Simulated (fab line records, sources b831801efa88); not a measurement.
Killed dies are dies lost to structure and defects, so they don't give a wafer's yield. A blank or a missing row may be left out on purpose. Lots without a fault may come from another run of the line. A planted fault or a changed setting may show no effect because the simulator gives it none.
fab line records | flow sky130
record lots=6 wafers=18 last_day=50
route steps=708 shown VIA1@460
lots that met no fault: from a run of the same line without faults
start_h: hours from the record's first day to the start of the lot's first wafer shown | wait_h: hours since the lot's step before | " the same as in the row above | L1.1+2: a row that stands for several wafers | - no value, or no start given | * or withheld: withheld | < > ~ a bound
route shown NAME@n: a module of which the file shows steps, and the number in the route of the first | usual: mean/standard deviation of fault-free wafers | same: alike in all rows | chamber/n: place in a boat | sites: the reading at each site | _std_site: their standard deviation | _edge_site: outer sites' mean less inner sites' | radius_mm: how far each site lies from the wafer's centre | mask NAME#n: copy n | behind: the tool/chamber that last shaped the wafer | hold: why the lot was held/for how many hours/how that ended | device: the transistor (n, p or np) that didn't switch | end of line: the same wafers' tests at the end of the route | a step without rows: its recipe alone | killed: dies lost to structure and defects at the first sort, not the wafer's yield | map: a wafer's dies, x killed, . not, _ none there
set.NAME: the setting as run; set.NAME@STEP: as run at that earlier step | model.NAME: the simulator's own value behind a step, which no gauge read
lots at some steps of the route; a table a step, a row a wafer
services: from which hour (start_h, from the record's first day; less than 0 if before it) a tool's chamber was out of use, for how many hours, and why
## steps
# step SKY_VIA1_CMP_02
# recipe material=SiO2 down_force_psi=4 platen_rpm=60 pad_velocity_m_s=0.94248
# usual head_pressure_psi=3.999/0.0093 motor_current_A=11.1/0.89 slurry_filter_dp_kPa=13.47/0.14
# columns lot.wafer tool chamber start_h wait_h head_pressure_psi motor_current_A slurry_filter_dp_kPa
L820.3 cmp-01 0 767.69 0.0 3.982 9.6 13.37
L820.1 " 2 " " 3.994 10.8 13.34
L820.6 " 1 " " 4.012 11.0 13.51
L822.4 cmp-01 2 782.01 0.1 3.996 11.0 13.55
L822.2 " 3 " " 4.008 11.3 13.22
L822.6 " 1 " " 3.980 11.5 13.64
L824.1 cmp-02 1 799.62 0.1 4.005 13.2 13.51
L824.6 " 3 " " 3.993 11.6 13.63
L824.5 " 0 " " 4.007 9.7 13.50
L840.2 cmp-01 2 910.09 0.1 3.993 10.3 13.48
L840.3 " 0 " " 4.000 9.5 13.25
L840.6 " 1 " " 4.002 11.5 13.70
L841.2 cmp-01 0 924.86 0.1 3.996 9.8 13.37
L841.3 " 1 " " 4.008 11.5 13.47
L841.5 " 2 " " 3.990 10.5 13.48
L842.3 cmp-02 0 925.14 0.0 3.992 9.6 13.32
L842.1 " 3 " " 3.999 11.2 13.49
L842.6 " 0 " " 3.998 9.6 13.61
# step SKY_VIA1_BOW_MEAS_03
# recipe mode=bow
# usual VIA1_BOW=81/7.9
# columns lot.wafer tool chamber start_h wait_h VIA1_BOW[um]
L820.1 film_metro-03 - 767.99 0.1 89
L820.3 " - " " 70
L820.6 " - " " 64
L822.2 film_metro-04 - 782.28 0.2 89
L822.4 " - " " 79
L822.6 " - " " 90
L824.1 film_metro-01 - 799.82 0.1 79
L824.5 " - " " 82
L824.6 " - " " 80
L840.2 film_metro-01 - 910.36 0.2 78
L840.3 " - " " 73
L840.6 " - " " 74
L841.2 film_metro-03 - 925.08 0.2 84
L841.3 " - " " 83
L841.5 " - " " 77
L842.1 film_metro-04 - 925.44 0.1 82
L842.3 " - " " 89
L842.6 " - " " 99
# step SKY_VIA1_DEHYDRATE_04
# recipe temp_c=200 time_s=60
# step SKY_VIA1_HMDS_05
# recipe prime_time_s=60 prime_temp_c=120
# step SKY_VIA1_COAT_06
# recipe resist=BARC temp_c=withheld time_s=withheld spin_rpm=3000 resist_thk_nm=60
# step SKY_VIA1_COAT_07
# recipe resist=KrF-thick spin_rpm=3000 resist_thk_nm=450
# step SKY_VIA1_SOFTBAKE_08
# recipe temp_c=100 time_s=90 resist=KrF-thick
# step SKY_VIA1_EXPOSE_09
# recipe mask_id=VIM na=0.8 source_shape=annular sigma_inner=0.55 sigma_outer=0.85 target_cd_nm=150 dose_mj=38
# step SKY_VIA1_PEB_10
# recipe peb_temp_c=withheld peb_time_s=withheld resist=KrF-thick
# step SKY_VIA1_DEVELOP_11
# recipe develop_time_s=60 resist=KrF-thick dev_temp_c=21
# step SKY_VIA1_CD_MEAS_12
# recipe target_cd_nm=150
# usual cd_nm=150.6/1.5
# columns lot.wafer tool chamber start_h wait_h cd_nm
L820.1 cd_sem-02 - 795.09 - 151.6
L820.3 " - " " 152.2
L820.6 " - " " 151.6
L822.2 cd_sem-02 - 809.11 - 149.5
L822.4 " - " " 149.2
L822.6 " - " " 149.4
L824.1 cd_sem-01 - 826.35 - 150.1
L824.5 " - " " 150.4
L824.6 " - " " 151.1
L840.2 cd_sem-01 - 935.01 - 154.0
L840.3 " - " " 151.4
L840.6 " - " " 152.5
L841.2 cd_sem-01 - 950.53 - 146.2
L841.3 " - " " 146.5
L841.5 " - " " 147.6
L842.1 cd_sem-01 - 950.63 - 149.8
L842.3 " - " " 151.1
L842.6 " - " " 149.4
# step SKY_VIA1_OVL_MEAS_13
# usual VIA1_OVL=0/6.5
# columns lot.wafer tool chamber start_h wait_h VIA1_OVL[nm]
L820.1 overlay-01 - 795.21 0.1 1
L820.3 " - " " 0
L820.6 " - " " 2
L822.2 overlay-02 - 809.21 0.1 11
L822.4 " - " " 2
L822.6 " - " " 7
L824.1 overlay-02 - 826.47 0.1 6
L824.5 " - " " 1
L824.6 " - " " 2
L840.2 overlay-01 - 935.12 0.1 1
L840.3 " - " " 0
L840.6 " - " " 0
L841.2 overlay-01 - 950.63 0.1 -7
L841.3 " - " " -18
L841.5 " - " " -12
L842.1 overlay-02 - 950.75 0.1 0
L842.3 " - " " 2
L842.6 " - " " -1
# step SKY_VIA1_ETCH_14
# recipe chemistry=N2/H2 target=BARC ion_energy_ev=200 source_w=500 bias_w=100 pressure_mtorr=30 n2_flow_sccm=100 h2_flow_sccm=200 stop_on=SiO2 time_s=45.9 target_depth_a=600
# usual drypump_motor_current_A=5.8/0.47 oes_product_au=0.854/0.0046 run_length_s=73.9/0.43 throttle_valve_pct=13.225/0.0086
# columns lot.wafer tool chamber start_h wait_h drypump_motor_current_A oes_product_au rf_hours_counter_h run_length_s throttle_valve_pct model.KrF-thick_of_VIA1_COAT_07.thk_nm model.etch.depth_nm model.VIA1.cd_nm
L820.1 rie_diel-02 0 795.24 0.0 5.8 0.858 16 74.4 13.228 389.5 60.21 151.5
L820.3 " 3 " " 6.7 0.855 2 73.7 13.223 390.1 59.98 151.7
L820.6 " 3 " " 6.6 0.862 - 73.2 13.225 390.1 60.08 150.6
L822.2 rie_diel-02 0 809.24 0.0 5.7 0.854 17 74.5 13.234 392.8 60.06 149.9
L822.4 " 2 " " 5.5 0.855 8 73.4 13.231 395.9 60.03 150.2
L822.6 " 3 " " 6.6 0.855 - 73.6 13.228 392.7 60.09 148.8
L824.1 rie_diel-02 1 826.51 0.0 5.7 0.852 11 74.1 13.232 393.1 60.33 149.6
L824.5 " 0 " " 5.7 0.858 - 74.1 13.224 393 60.12 149.8
L824.6 " 3 " " 6.6 0.850 - 73.6 13.228 391.1 60.18 150.8
L840.2 rie_diel-02 1 935.15 0.0 5.6 1.003 15 50.1 13.238 414.1 37.56 149.4
L840.3 " 2 " " 5.5 1.003 12 49.3 13.228 414.7 37.64 147.6
L840.6 " 3 " " 6.6 1.015 - 49.3 13.229 414.4 37.79 147.3
L841.2 rie_diel-03 3 950.66 0.0 5.9 0.853 5 73.4 13.209 395.8 60.02 145.3
L841.3 " 2 " " 6.3 0.858 11 74.3 13.232 393.9 60 147.6
L841.5 " 0 " " 5.6 0.850 - 74.5 13.213 396.9 60.07 148.1
L842.1 rie_diel-02 3 950.78 0.0 6.6 1.002 7 49.4 13.235 414.8 37.64 144.1
L842.3 " 1 " " 5.7 0.996 15 50.1 13.232 415.9 37.15 145.8
L842.6 " 2 " " 5.5 0.996 - 49.5 13.238 414.6 37.45 144.7
# step SKY_VIA1_ETCH_15
# recipe target=SiO2 chemistry=C4F8/O2/Ar target_depth_nm=351 stop_on=TiN mask_material=KrF-thick source_w=1500 bias_w=1200 pressure_mtorr=40 c4f8_flow_sccm=withheld O2_flow_sccm=6 Ar_flow_sccm=300 time_s=54
# usual oes_product_au=0.978/0.0082 run_length_s=82.0/0.45
# columns lot.wafer tool chamber start_h wait_h oes_product_au rf_hours_counter_h run_length_s model.KrF-thick_of_VIA1_COAT_07.thk_nm
L820.1 rie_diel-02 0 795.29 0.0 0.984 16 82.2 318.8
L820.3 " 3 " " 0.980 2 81.8 319.7
L820.6 " 3 " " 0.978 - 81.5 320.6
L822.2 rie_diel-02 0 809.29 0.0 0.992 17 82.9 321.9
L822.4 " 2 " " 0.981 8 81.7 327.3
L822.6 " 3 " " 0.990 - 81.5 321.8
L824.1 rie_diel-02 1 826.55 0.0 0.983 11 82.2 324.9
L824.5 " 0 " " 0.978 - 82.4 322.3
L824.6 " 3 " " 0.981 - 81.8 320.6
L840.2 rie_diel-02 1 935.19 0.0 0.377 15 82.2 344.5
L840.3 " 2 " " 0.385 12 81.6 344.7
L840.6 " 3 " " 0.375 - 81.6 342.6
L841.2 rie_diel-03 3 950.70 0.0 0.962 5 81.7 329.3
L841.3 " 2 " " 0.985 11 81.8 323.6
L841.5 " 0 " " 0.968 - 82.6 329.9
L842.1 rie_diel-02 3 950.82 0.0 0.366 7 81.4 343.5
L842.3 " 1 " " 0.376 15 82.4 345.7
L842.6 " 2 " " 0.379 - 82.2 343.7
# step SKY_VIA1_STRIP_16
# recipe chemistry=O2/N2 power_w=1400 pressure_mtorr=1500 platen_temp_c=withheld o2_flow_sccm=3000 n2_flow_sccm=300 overash_fraction=0.5
# usual drypump_motor_current_A=6.04/0.28 oes_product_au=0.416/0.0051 strip_time_to_endpoint_s=4.47/0.031
# columns lot.wafer tool chamber start_h wait_h drypump_motor_current_A oes_product_au rf_hours_counter_h strip_time_to_endpoint_s
L820.1 plasma_asher-04 1 795.33 0.0 6.45 0.410 65 4.41
L820.3 " 0 " " 5.94 0.415 - 4.42
L820.6 " 0 " " 5.93 0.418 - 4.43
L822.2 plasma_asher-04 0 809.33 0.0 5.92 0.418 67 4.45
L822.4 " 1 " " 6.45 0.418 - 4.52
L822.6 " 0 " " 5.88 0.419 - 4.45
L824.1 plasma_asher-02 0 826.60 0.0 5.73 0.414 37 4.48
L824.5 " 1 " " 6.26 0.421 - 4.48
L824.6 " 0 " " 5.73 0.418 - 4.44
L840.2 plasma_asher-02 1 935.23 0.0 6.26 0.426 49 4.68
L840.3 " 0 " " 5.71 0.412 - 4.70
L840.6 " 1 " " 6.25 0.417 - 4.67
L841.2 plasma_asher-02 1 950.75 0.0 6.26 0.421 50 4.53
L841.3 " 1 " " 6.24 0.411 - 4.47
L841.5 " 1 " " 6.26 0.418 - 4.54
L842.1 plasma_asher-04 0 950.87 0.0 5.94 0.436 80 4.67
L842.3 " 1 " " 6.46 0.419 - 4.68
L842.6 " 0 " " 5.95 0.419 - 4.68
# step SKY_VIA1_STRIP_17
# recipe chemistry=post_etch_residue_remover time_s=1200 temp_c=72.5
## services
# columns tool chamber start_h hours kind
cmp-02 - 744.43 4.0 pm
rie_diel-02 1 752.63 10.7 repair
plasma_asher-02 - 756.63 11.1 repair
rie_diel-02 - 762.06 1.2 repair
cmp-01 - 766.93 0.5 repair
rie_diel-03 1 789.64 2.9 repair
cmp-01 - 790.44 5.3 pm
rie_diel-03 3 808.40 26.5 repair
cmp-02 - 819.99 0.2 repair
cmp-02 - 827.00 2.4 repair
cmp-02 - 853.19 2.0 repair
rie_diel-03 2 856.12 7.4 repair
rie_diel-02 - 876.56 2.8 pm
rie_diel-02 - 881.02 0.5 repair
rie_diel-03 1 883.77 5.0 repair
plasma_asher-04 - 910.00 14.6 pm
cmp-01 - 912.79 4.0 pm
cmp-02 - 913.47 5.6 repair
cmp-01 - 916.79 - consumable_replace:conditioner
cmp-01 - 916.79 - consumable_replace:pad
rie_diel-03 1 919.90 9.4 repair
cmp-01 - 928.88 8.1 pm
rie_diel-03 - 935.86 2.8 pm
rie_diel-02 0 944.45 8.4 repair
## key
first_sign step=SKY_VIA1_ETCH_14 reading=run_length_s direction=down sigmas=56 usual=* struck=*
effect step=SKY_VIA1_ETCH_14 reading=oes_product_au direction=up sigmas=33 usual=0.854 struck=1.003
effect step=SKY_VIA1_ETCH_15 reading=oes_product_au direction=down sigmas=73 usual=0.978 struck=0.376
effect step=SKY_VIA1_STRIP_16 reading=strip_time_to_endpoint_s direction=up sigmas=6.9 usual=* struck=*
model_effect step=SKY_VIA1_ETCH_14 value=KrF-thick_of_VIA1_COAT_07.thk_nm without=391.8 struck=414.7
model_effect step=SKY_VIA1_ETCH_15 value=KrF-thick_of_VIA1_COAT_07.thk_nm without=321.2 struck=344.1
met_at SKY_VIA1_ETCH_14
struck_wafers L840.2,L840.3,L840.6,L842.1,L842.3,L842.6
later_rows_left_out L840.2,L840.3,L840.6,L842.1,L842.3,L842.6
sort_left_out L840.2,L840.3,L840.6,L842.1,L842.3,L842.6
onset_between 826.51 935.15
fault kind=process_parameter_drift tool=rie_diel-02 chamber=- onset_h=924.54 steps=SKY_VIA1_ETCH_14 channel=time_s offset=* shape=step acts_in=* stated=*
# sort_left_out: the simulated sort isn't trusted on such a fault, so these wafers' sort isn't shown, and their yield isn't known
# later_rows_left_out: the simulator's readings of these wafers behind a module that went badly wrong aren't trusted and aren't shown, but for the sort
